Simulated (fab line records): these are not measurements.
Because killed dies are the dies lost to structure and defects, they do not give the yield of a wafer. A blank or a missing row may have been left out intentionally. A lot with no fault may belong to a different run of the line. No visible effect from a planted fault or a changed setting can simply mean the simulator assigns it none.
Problem report in the 8D (eight disciplines) form, filled by code -- flow sky130 -- the parts of the form that need people (team, actions taken, sign-off) are left out

1. THE ISSUE
Across 6 wafers from 2 lots, SD_N_TW at SKY_SD_N_TW_MEAS_12 averages 3612, while fault-free wafers read 3995 with a standard deviation of 37. That is -10 standard deviations from the usual mean.
Earliest sighting: wafer L927.1 on film_metro-03 at day 32 00:27. At this step, 33 wafers from 11 lots have a number in the record. Rule for "out" (also "out of limits"): further than 4 standard deviations from the usual mean. Any other wafer with a number is counted as sound.

2. WHAT IT IS, AND WHAT IT ISN'T
question,is,is not
which readings at this step,SD_N_TW,-
which lots,"L927, L929","L915, L918, L919, L920, L924, L926, L934, L936, L938"
which wafers of those lots,all that have a number,-
read on which gauges,film_metro-03,"film_metro-02, film_metro-04"
when,from day 32 00:27,"up to then (18 sound wafers); but 9 sound wafers of L934, L936, L938 came after"

3. WHAT RULES OUT EACH SUSPECT
Counting: a tool at a process step up to the reading stays a suspect if it ran every lot that is out and no sound lot after the first of them.
- the gauge at SKY_SD_N_TW_MEAS_12 is ruled out. All the wafers that are out were read on film_metro-03, but those of them that SKY_SD_N_IMPLANT_09 has rows for are out there too, on other tools.
- implanter-04 at SKY_SD_N_IMPLANT_09: kept. It processed each lot that is out, first L927 at day 32 00:03, and no sound lot thereafter; up to then, the last sound lot it processed was L924 at day 30 20:23. Its own beam_energy_keV readings are out on those wafers.
- plasma_asher-04 at SKY_SD_N_STRIP_11 (strips in O2/N2): ruled out as a lasting fault. Following L927 (day 32 00:21), the first lot on it that is out, the sound lots L938 were run on it.
Left after counting: implanter-04 at SKY_SD_N_IMPLANT_09.

4. THE CAUSE (what the simulator had put in)
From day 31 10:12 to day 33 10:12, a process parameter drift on implanter-04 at SKY_SD_N_IMPLANT_09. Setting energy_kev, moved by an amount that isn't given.
The count eliminated every tool but this one.

5. SEQUENCE OF EFFECTS, ordered by route
Each row: a reading where the mean over the struck wafers with a number is more than 3 standard deviations away from the usual. Only readings for which the record gives a usual standard deviation are gone through. hours: the time from each lot's start at the first step in this table that gives one to its start at this step, as a median over the lots. sigmas: the change in usual standard deviations.
hours,step,reading,usual,on struck wafers,change,sigmas
0,SKY_SD_N_IMPLANT_09,beam_energy_keV,50.000,32.869,-17.131,-99 or more
0,SKY_SD_N_STRIP_11,oes_product_au,0.528 a.u.,0.569,+0.041,+8.4
0,SKY_SD_N_STRIP_11,strip_time_to_endpoint_s,22.56 s,19.97,-2.59,-62
0,SKY_SD_N_TW_MEAS_12,SD_N_TW,3995,3612,-383,-10
1,SKY_SD_N_RS_MEAS_16,SD_N_RS,68.55 ohm/sq,82.84,+14.29,+99 or more
Its process steps:
- SKY_SD_N_IMPLANT_09
- SKY_SD_N_STRIP_11: strips in O2/N2.
Later steps that measure or inspect, where all struck wafers having a row at the step show a number for every such reading and not one has moved that far: SKY_LI_CONTACT_CD_MEAS_12.

6. WHAT WOULD HAVE CAUGHT IT SOONER
The first out-of-limits reading at a measuring or inspecting step in this record came at day 32 00:27, 14 hours after the fault's start at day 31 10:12.
At SKY_SD_N_IMPLANT_09, the tool's own readings (beam_energy_keV) were out on each struck wafer the step has a row for, so an alarm limit on them would have fired on the first such wafer.
Among the 2 lots that are out, L929 began SKY_SD_N_IMPLANT_09 on implanter-04 after day 32 00:27. It would have been spared by a hold on the tool at that moment.
